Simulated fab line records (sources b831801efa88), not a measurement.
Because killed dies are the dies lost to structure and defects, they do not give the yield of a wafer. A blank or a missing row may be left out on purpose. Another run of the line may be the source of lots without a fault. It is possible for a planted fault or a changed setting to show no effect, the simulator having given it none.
fab line records	flow sfq_line
record: lots: 14	wafers: 41	last_day: 77
route steps=325 shown M2@100 I3@133 M4@149
lots that met no fault: from a run of the same line without faults
start_h: hours from the record's opening day to when the first of the lot's shown wafers began	wait_h: time in hours since the lot's previous step	" as in the row above	L1.1+2: a row that stands for several wafers	- no value, or no start given	* or withheld: withheld	< > ~ a bound
route shown NAME@n: a module of which the file shows steps, and the number in the route of the first	usual: average and standard deviation across the fault-free wafers	same: alike in all rows	chamber/n: place in a boat	sites: readings site by site	_std_site: their standard deviation	_edge_site: mean of outer sites minus mean of inner sites	radius_mm: for every site, how far away it sits from the centre of the wafer	mask NAME#n: copy n	behind: the most recent tool/chamber to have shaped the wafer	hold: the reason the lot was held/the length of the hold in hours/how it ended	device: whichever transistor did not switch (one of n, p or np)	end of line: the tests these same wafers got at the end of their route	for a step that has no rows: nothing shown but its recipe	killed: the dies lost at the first sort to structure and to defects; this is not the yield of the wafer	map: a wafer's dies, marking killed ones x, the rest . and places with no die _
set.NAME: the setting as run; set.NAME@STEP: as run at that earlier step	model.NAME: the simulator's own value behind a step, which no gauge read
a sample of lots followed through the steps of the route, with each step as a table and each wafer as a row
services: when a tool's chamber went out of use (start_h, in hours from the record's first day, below 0 if earlier), for how many hours, and the reason
== steps ==
step: SFQ_TRILAYER_M2_ETCH_METAL_ETCH_060
recipe: target: Nb	stop_on: SiO2	mask_material: PR	chemistry: Cl2/Ar	target_depth_nm: 240	icp_w: 600	bias_w: 80	pressure_mtorr: 10	time_s: 120
usual: drypump_motor_current_A: 5.8/0.46	oes_product_au: 0.894/0.0075
lot.wafer	tool	chamber	start_h	wait_h	drypump_motor_current_A	oes_product_au	rf_hours_counter_h
L357.2	rie_metal-01	1	463.95	0.0	5.8	0.901	59
L357.3	"	1	"	"	5.8	0.893	-
L357.5	"	1	"	"	5.8	0.904	-
L359.1	rie_metal-01	1	475.95	0.0	5.9	0.907	60
L359.3	"	0	"	"	5.0	0.906	-
L359.6	"	0	"	"	5.0	0.893	-
L361.1	rie_metal-01	1	484.35	0.0	5.9	0.892	62
L361.3	"	0	"	"	5.0	0.887	-
L361.5	"	1	"	"	5.9	0.900	-
L362.1	rie_metal-01	1	493.95	0.0	5.8	0.899	63
L362.2	"	0	"	"	5.0	0.907	75
L362.3	"	0	"	"	5.0	0.903	-
L363.2	rie_metal-02	1	504.77	0.1	5.6	0.905	64
L363.3	"	0	"	"	6.4	0.891	-
L363.5	"	1	"	"	5.6	0.886	-
L364.1	rie_metal-01	1	515.55	0.0	5.8	0.892	67
L364.2	"	0	"	"	5.0	0.892	80
L364.6	"	0	"	"	5.0	0.886	-
L367.3	rie_metal-01	0	563.50	0.1	5.0	0.892	-
L367.5	"	1	"	"	5.8	0.894	-
L368.1	rie_metal-04	0	568.26	0.0	6.0	0.894	6
L368.2	"	1	"	"	5.9	0.881	150
L368.6	"	1	"	"	5.9	0.880	-
L374.3	rie_metal-02	0	609.65	0.1	6.3	0.885	-
L374.5	"	1	"	"	5.6	0.887	-
L374.6	"	0	"	"	6.3	0.882	-
L376.1	rie_metal-04	0	626.57	0.1	6.0	0.900	19
L376.2	"	0	"	"	6.0	0.886	-
L376.5	"	0	"	"	6.0	0.900	-
L377.2	rie_metal-01	1	627.71	0.0	5.8	0.903	88
L377.3	"	1	"	"	5.8	0.904	-
L377.5	"	1	"	"	5.8	0.892	-
L378.1	rie_metal-02	0	631.31	0.0	6.3	0.888	69
L378.4	"	1	"	"	5.6	0.894	-
L378.5	"	0	"	"	6.4	0.882	-
L379.4	rie_metal-02	0	643.35	0.1	6.4	0.889	-
L379.5	"	1	"	"	5.6	0.899	-
L379.6	"	0	"	"	6.4	0.885	-
L380.2	rie_metal-02	1	645.71	0.0	5.6	0.885	91
L380.5	"	1	"	"	5.6	0.895	-
L380.6	"	0	"	"	6.4	0.895	-
step: SFQ_TRILAYER_M2_STRIP_STRIP_061
recipe: gas: O2	power_w: 200	platen_temp_c: 40	overash_fraction: 0.65	chemistry: O2	pressure_mtorr: 50
usual: drypump_motor_current_A: 5.8/0.46	oes_product_au: 1.000/0.0073	platen_temp_c: 39.97/0.12
lot.wafer	tool	chamber	start_h	wait_h	drypump_motor_current_A	oes_product_au	platen_temp_c	rf_hours_counter_h
L357.2	rie_metal-01	1	464.08	0.1	5.8	1.006	40.00	59
L357.3	"	1	"	"	5.8	1.004	40.02	-
L357.5	"	1	"	"	5.8	1.007	39.99	-
L359.1	rie_metal-01	1	476.08	0.1	5.8	0.982	39.95	60
L359.3	"	0	"	"	5.0	0.988	40.03	-
L359.6	"	0	"	"	5.0	0.987	39.71	-
L361.1	rie_metal-01	1	484.48	0.1	5.8	1.007	40.12	62
L361.3	"	0	"	"	5.0	0.996	40.00	-
L361.5	"	1	"	"	5.9	0.991	40.13	-
L362.1	rie_metal-01	1	494.08	0.1	5.9	0.998	39.83	63
L362.2	"	0	"	"	5.0	0.998	40.03	76
L362.3	"	0	"	"	5.0	1.005	39.92	-
L363.2	rie_metal-02	1	504.94	0.1	5.6	1.002	40.02	64
L363.3	"	0	"	"	6.4	1.002	39.81	-
L363.5	"	1	"	"	5.6	0.997	39.97	-
L364.1	rie_metal-01	1	515.68	0.1	5.8	1.003	39.78	67
L364.2	"	0	"	"	5.0	1.014	40.07	80
L364.6	"	0	"	"	5.0	1.008	39.85	-
L367.3	rie_metal-01	0	563.78	0.2	5.0	1.007	39.92	-
L367.5	"	1	"	"	5.9	1.004	39.91	-
L368.1	rie_metal-04	0	568.38	0.1	6.0	1.006	39.84	6
L368.2	"	1	"	"	5.9	0.998	39.90	150
L368.6	"	1	"	"	5.8	1.002	39.98	-
L374.3	rie_metal-02	0	609.93	0.2	6.3	0.995	40.17	-
L374.5	"	1	"	"	5.6	0.996	39.56	-
L374.6	"	0	"	"	6.3	1.005	40.08	-
L376.1	rie_metal-04	0	626.82	0.2	6.0	1.000	40.03	19
L376.2	"	0	"	"	6.0	0.993	39.72	-
L376.5	"	0	"	"	6.0	0.998	40.02	-
L377.2	rie_metal-01	1	627.83	0.1	5.8	0.996	40.23	88
L377.3	"	1	"	"	5.8	0.995	40.14	-
L377.5	"	1	"	"	5.8	0.991	40.07	-
L378.1	rie_metal-02	0	631.43	0.1	6.4	1.008	39.91	69
L378.4	"	1	"	"	5.6	0.997	39.84	-
L378.5	"	0	"	"	6.3	1.017	40.10	-
L379.4	rie_metal-02	0	643.63	0.2	6.4	1.008	40.21	-
L379.5	"	1	"	"	5.6	0.998	40.00	-
L379.6	"	0	"	"	6.4	1.008	40.14	-
L380.2	rie_metal-02	1	645.83	0.1	5.6	0.999	40.07	91
L380.5	"	1	"	"	5.6	1.003	40.00	-
L380.6	"	0	"	"	6.3	1.003	39.83	-
step: SFQ_TRILAYER_I3_DEP_PECVD_081
recipe: material: SiO2	temp_c: 150	time_s: 111.11	pressure_torr: 2.4	rf_w: 183.3	precursor: SiH4/N2O	target_thk_nm: 500
usual: heater_power_w: 79/15	throttle_valve_pct: 24.7/1.1
lot.wafer	tool	chamber	start_h	wait_h	heater_power_w	throttle_valve_pct
L357.2	pecvd-01	2	652.70	0.0	83	24.3
L357.3	"	0	"	"	78	26.5
L357.5	"	0	"	"	82	26.7
L359.1	pecvd-03	0	663.50	0.0	91	25.3
L359.3	"	2	"	"	78	24.4
L359.6	"	0	"	"	95	25.3
L361.1	pecvd-03	1	672.75	0.0	89	23.9
L361.3	"	2	"	"	78	24.3
L361.5	"	0	"	"	101	25.2
L362.1	pecvd-01	0	677.55	0.0	75	26.4
L362.2	"	1	"	"	79	26.5
L362.3	"	2	"	"	91	24.3
L363.2	pecvd-01	1	687.15	0.0	91	26.4
L363.3	"	0	"	"	81	26.8
L363.5	"	2	"	"	81	24.3
L364.1	pecvd-03	1	694.63	0.0	82	24.0
L364.2	"	2	"	"	86	24.5
L364.6	"	0	"	"	90	25.1
L367.3	pecvd-02	0	725.58	0.0	78	23.9
L367.5	"	0	"	"	61	23.9
L368.1	pecvd-02	0	730.35	0.0	73	23.7
L368.2	"	1	"	"	46	24.5
L368.6	"	1	"	"	53	24.7
L374.3	pecvd-01	1	770.96	0.0	93	27.1
L374.5	"	1	"	"	94	26.7
L374.6	"	0	"	"	82	26.9
L376.1	pecvd-02	2	783.90	0.0	98	23.6
L376.2	"	1	"	"	56	25.0
L376.5	"	1	"	"	56	24.8
L377.2	pecvd-02	2	787.50	0.0	89	23.4
L377.3	"	1	"	"	57	24.6
L377.5	"	1	"	"	59	24.5
L378.1	pecvd-03	1	792.56	0.0	89	23.7
L378.4	"	0	"	"	94	25.3
L378.5	"	2	"	"	85	24.6
L379.4	pecvd-02	0	798.33	0.0	74	24.1
L379.5	"	2	"	"	102	23.5
L379.6	"	1	"	"	58	24.7
L380.2	pecvd-03	0	800.70	0.0	91	25.4
L380.5	"	2	"	"	70	24.6
L380.6	"	0	"	"	93	25.4
step: SFQ_TRILAYER_M4_DEP_SPUTTER_091
recipe: material: Nb	base_pressure_pa: 1.33e-06	chamber_pressure_pa: 0.1333	substrate_temp_c: 20	resputter_cathode_voltage_v: 400	target_thk_nm: 200	power_w: 2000	time_s: 133.3
usual: resputter_cathode_voltage_v: 401/4.4	throttle_valve_pct: 30.0/0.84
lot.wafer	tool	chamber	start_h	wait_h	resputter_cathode_voltage_v	throttle_valve_pct
L357.2	pvd_sputter-06	-	745.49	0.0	403	31.0
L357.3	"	-	"	"	403	30.7
L357.5	"	-	"	"	404	31.4
L359.1	pvd_sputter-03	-	753.91	0.0	400	29.9
L359.3	"	-	"	"	403	30.0
L359.6	"	-	"	"	401	30.2
L361.1	pvd_sputter-06	-	766.10	0.0	405	29.2
L361.3	"	-	"	"	408	30.5
L361.5	"	-	"	"	397	31.2
L362.1	pvd_sputter-03	-	768.41	0.0	404	29.3
L362.2	"	-	"	"	400	30.0
L362.3	"	-	"	"	402	30.0
L363.2	pvd_sputter-05	-	775.69	0.0	400	28.5
L363.3	"	-	"	"	405	29.5
L363.5	"	-	"	"	405	29.5
L364.1	pvd_sputter-05	-	779.30	0.0	397	30.7
L364.2	"	-	"	"	386	29.7
L364.6	"	-	"	"	394	31.3
L367.3	pvd_sputter-05	-	806.71	0.0	394	30.8
L367.5	"	-	"	"	397	29.5
L368.1	pvd_sputter-05	-	812.69	0.0	401	31.0
L368.2	"	-	"	"	397	30.8
L368.6	"	-	"	"	402	30.8
L374.3	pvd_sputter-06	-	850.35	0.0	401	30.8
L374.5	"	-	"	"	395	31.4
L374.6	"	-	"	"	407	29.1
L376.1	pvd_sputter-06	-	872.01	0.0	395	31.0
L376.2	"	-	"	"	400	29.1
L376.5	"	-	"	"	398	30.8
L377.2	pvd_sputter-03	-	878.01	0.0	397	30.0
L377.3	"	-	"	"	396	29.7
L377.5	"	-	"	"	403	29.8
L378.1	pvd_sputter-05	-	881.61	0.0	397	29.6
L378.4	"	-	"	"	400	28.3
L378.5	"	-	"	"	401	29.6
L379.4	pvd_sputter-06	-	884.01	0.0	404	30.6
L379.5	"	-	"	"	395	29.5
L379.6	"	-	"	"	408	30.7
L380.2	pvd_sputter-05	-	886.41	0.0	403	31.1
L380.5	"	-	"	"	400	29.6
L380.6	"	-	"	"	398	30.7
step: SFQ_M4_RS_MEAS_924
recipe: thk_meas_gauge: four-point-probe	reads: Nb_of_TRILAYER_M4_DEP_SPUTTER_091
usual: M4_NB_RS: 0.893/0.011
lot.wafer	tool	chamber	start_h	wait_h	M4_NB_RS[ohm/sq]
L357.2	film_metro-03	-	745.60	0.1	0.902
L357.3	"	-	"	"	0.898
L357.5	"	-	"	"	0.903
L359.1	film_metro-04	-	754.00	0.0	0.889
L359.3	"	-	"	"	0.889
L359.6	"	-	"	"	0.886
L361.1	film_metro-03	-	766.19	0.0	0.891
L361.3	"	-	"	"	0.909
L361.5	"	-	"	"	0.914
L362.1	film_metro-01	-	768.50	0.0	0.886
L362.2	"	-	"	"	0.889
L362.3	"	-	"	"	0.892
L363.2	film_metro-04	-	775.80	0.1	0.888
L363.3	"	-	"	"	0.879
L363.5	"	-	"	"	0.882
L364.1	film_metro-04	-	779.39	0.0	0.883
L364.2	"	-	"	"	0.876
L364.6	"	-	"	"	0.886
L367.3	film_metro-04	-	806.84	0.1	0.995
L367.5	"	-	"	"	0.996
L368.1	film_metro-03	-	812.78	0.0	0.983
L368.2	"	-	"	"	0.991
L368.6	"	-	"	"	0.993
L374.3	film_metro-01	-	850.48	0.1	0.910
L374.5	"	-	"	"	0.921
L374.6	"	-	"	"	0.902
L376.1	film_metro-01	-	872.10	0.0	0.908
L376.2	"	-	"	"	0.903
L376.5	"	-	"	"	0.902
L377.2	film_metro-03	-	878.12	0.1	0.893
L377.3	"	-	"	"	0.891
L377.5	"	-	"	"	0.890
L378.1	film_metro-01	-	881.70	0.0	0.875
L378.4	"	-	"	"	0.882
L378.5	"	-	"	"	0.870
L379.4	film_metro-01	-	884.16	0.1	0.914
L379.5	"	-	"	"	0.902
L379.6	"	-	"	"	0.909
L380.2	film_metro-01	-	886.52	0.1	0.885
L380.5	"	-	"	"	0.880
L380.6	"	-	"	"	0.881
step: SFQ_TRILAYER_M4_ETCH_METAL_ETCH_096
recipe: target: Nb	stop_on: SiO2	mask_material: PR	chemistry: Cl2/Ar	target_depth_nm: 240	icp_w: 600	bias_w: 80	pressure_mtorr: 10	time_s: 120
usual: drypump_motor_current_A: 5.8/0.38	oes_product_au: 0.892/0.0081
lot.wafer	tool	chamber	start_h	wait_h	drypump_motor_current_A	oes_product_au	rf_hours_counter_h
L357.2	rie_metal-01	0	798.60	0.0	5.0	0.884	133
L357.3	"	1	"	"	5.8	0.893	-
L357.5	"	1	"	"	5.8	0.886	-
L359.1	rie_metal-04	1	802.20	0.0	5.9	0.893	32
L359.3	"	0	"	"	6.0	0.906	-
L359.6	"	0	"	"	6.0	0.891	-
L361.1	rie_metal-02	0	817.60	0.0	6.3	0.889	102
L361.3	"	1	"	"	5.6	0.882	-
L361.5	"	1	"	"	5.6	0.873	-
L362.1	rie_metal-04	1	818.80	0.0	5.8	0.900	35
L362.2	"	0	"	"	6.0	0.899	53
L362.3	"	1	"	"	5.8	0.897	-
L363.2	rie_metal-02	1	825.80	0.0	5.6	0.893	123
L363.3	"	0	"	"	6.3	0.897	-
L363.5	"	0	"	"	6.3	0.894	-
L364.1	rie_metal-04	1	829.40	0.0	5.8	0.898	37
L364.2	"	0	"	"	6.0	0.897	54
L364.6	"	0	"	"	6.0	0.901	-
L367.3	rie_metal-02	0	847.10	0.1	6.4	0.844	-
L367.5	"	0	"	"	6.3	0.843	-
L368.1	rie_metal-04	0	854.31	0.0	6.0	0.849	59
L368.2	"	1	"	"	5.8	0.841	41
L368.6	"	0	"	"	6.0	0.837	-
L374.3	rie_metal-01	0	889.15	0.1	5.0	0.877	-
L374.5	"	1	"	"	5.8	0.883	-
L374.6	"	0	"	"	5.0	0.885	-
L376.1	rie_metal-04	0	907.11	0.0	6.0	0.885	69
L376.2	"	1	"	"	5.9	0.891	51
L376.5	"	0	"	"	6.0	0.887	-
L377.2	rie_metal-04	1	914.31	0.0	5.8	0.889	53
L377.3	"	0	"	"	6.0	0.890	-
L377.5	"	1	"	"	5.8	0.893	-
L378.1	rie_metal-02	1	916.71	0.0	5.6	0.899	140
L378.4	"	1	"	"	5.6	0.897	-
L378.5	"	1	"	"	5.6	0.899	-
L379.4	rie_metal-01	1	920.35	0.1	5.8	0.874	-
L379.5	"	1	"	"	5.8	0.889	-
L379.6	"	0	"	"	5.0	0.881	-
L380.2	rie_metal-02	0	921.51	0.0	6.3	0.903	122
L380.5	"	0	"	"	6.3	0.894	-
L380.6	"	1	"	"	5.6	0.906	-
== services ==
tool	chamber	start_h	hours	kind
pecvd-03	-	445.11	6.0	pm
pecvd-03	-	462.47	2.6	repair
rie_metal-01	-	469.53	2.8	pm
pvd_sputter-06	-	510.96	22.2	repair
rie_metal-02	-	533.04	2.8	pm
rie_metal-04	1	601.87	2.0	repair
rie_metal-04	0	602.81	1.1	repair
pvd_sputter-06	-	610.29	21.4	repair
pvd_sputter-05	-	614.02	3.1	repair
pvd_sputter-06	-	634.65	5.5	repair
pecvd-03	-	645.66	5.5	pm
rie_metal-01	1	646.93	4.7	repair
rie_metal-04	0	647.77	1.8	repair
pvd_sputter-06	-	673.05	3.8	repair
pvd_sputter-05	-	743.54	2.0	repair
rie_metal-04	0	744.87	3.7	repair
pvd_sputter-05	-	747.11	15.2	repair
pecvd-03	-	755.56	2.8	pm
pecvd-03	2	809.44	5.0	repair
pecvd-03	0	819.18	5.1	repair
pecvd-03	-	841.93	0.8	repair
pvd_sputter-05	-	849.34	4.1	repair
rie_metal-04	0	894.63	3.3	repair
rie_metal-04	1	898.53	3.0	repair
== key ==
first_sign: step: SFQ_M4_RS_MEAS_924	reading: M4_NB_RS	direction: up	sigmas: 8.7	usual: 0.893	struck: 0.992
effect: step: SFQ_TRILAYER_M4_ETCH_METAL_ETCH_096	reading: oes_product_au	direction: down	sigmas: 6	usual: 0.892	struck: 0.843
met_at SFQ_TRILAYER_M4_DEP_SPUTTER_091
struck_lots L367,L368
not_acting_at SFQ_TRILAYER_M2_ETCH_METAL_ETCH_060,SFQ_TRILAYER_M2_STRIP_STRIP_061,SFQ_TRILAYER_I3_DEP_PECVD_081
onset_between 779.30 806.71
fault: kind: process_parameter_drift	tool: pvd_sputter-05	chamber: -	onset_h: 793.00	steps: SFQ_TRILAYER_M4_DEP_SPUTTER_091	channel: target_thk_nm	offset: -21.48	shape: step	end_h: 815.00	acts_in: these_recipes_only	stated: 200
